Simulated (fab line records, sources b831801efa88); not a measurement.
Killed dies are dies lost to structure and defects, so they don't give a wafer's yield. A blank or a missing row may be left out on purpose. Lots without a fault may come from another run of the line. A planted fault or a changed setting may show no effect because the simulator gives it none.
Which tool did it? | flow sfq_line | 15 lots, 45 wafers sampled, at 1 step of a route of 325

WHAT THE GAUGES READ, wafer by wafer
SFQ_L0_THK_MEAS_902: measures by xrf. Usual: L0_MONX_KI_THK 40.4 nm, standard deviation 0.55.
lot  | measured    | on            | L0_MONX_KI_THK (nm) | flag
L923 | day 1 17:43 | film_metro-03 | 39.5 40.0 40.0      |
L927 | day 2 13:41 | film_metro-01 | 39.8 39.9 40.1      |
L928 | day 2 18:41 | film_metro-01 | 39.9 40.1 39.9      |
L929 | day 2 23:42 | film_metro-04 | 40.8 40.6 40.7      |
L930 | day 3 04:41 | film_metro-03 | 39.9 39.9 39.8      |
L933 | day 3 19:41 | film_metro-03 | 40.0 39.6 39.6      |
L934 | day 4 00:41 | film_metro-04 | 40.7 40.8 40.9      |
L935 | day 4 05:41 | film_metro-01 | 40.5 40.6 40.2      |
L936 | day 4 10:41 | film_metro-03 | 39.7 39.1 39.9      |
L938 | day 4 20:41 | film_metro-04 | 40.5 40.7 40.2      |
L941 | day 5 11:41 | film_metro-04 | 41.0 41.0 41.2      |
L942 | day 5 16:41 | film_metro-03 | 39.9 40.6 40.5      |
L943 | day 5 21:41 | film_metro-04 | 41.3 40.9 41.2      |
L944 | day 6 02:41 | film_metro-04 | 41.3 40.2 40.8      |
L945 | day 6 07:41 | film_metro-01 | 41.1 40.9 41.1      |

WHICH TOOL RAN EACH LOT (tool, then ch and the chambers of the sampled wafers, then the start)
The record holds no process step before these readings.

WHAT THE TOOLS THEMSELVES READ (means of the sampled wafers that have a number; where no wafer has one, the mark that the record gives instead)
The record holds no such reading with a usual standard deviation.

THE ANSWER, worked out from the rows above alone
Rule: a lot is off if the mean of its wafers that have a number lies more than 3 standard deviations from the usual mean. A lot without any number at a reading at which 4 lots or more have one is off too. The other lots that the step has rows for count as sound. The gauges are gone through in route order, then the tools' own readings, and for those a lot's mean is taken as printed above. The first step at which some lot is off is used, and at that step the reading that is off furthest; a lot without a number counts as furthest.
No lot is off at any reading shown: from this, nothing can be told.

WHAT THE SIMULATOR HAD PUT IN
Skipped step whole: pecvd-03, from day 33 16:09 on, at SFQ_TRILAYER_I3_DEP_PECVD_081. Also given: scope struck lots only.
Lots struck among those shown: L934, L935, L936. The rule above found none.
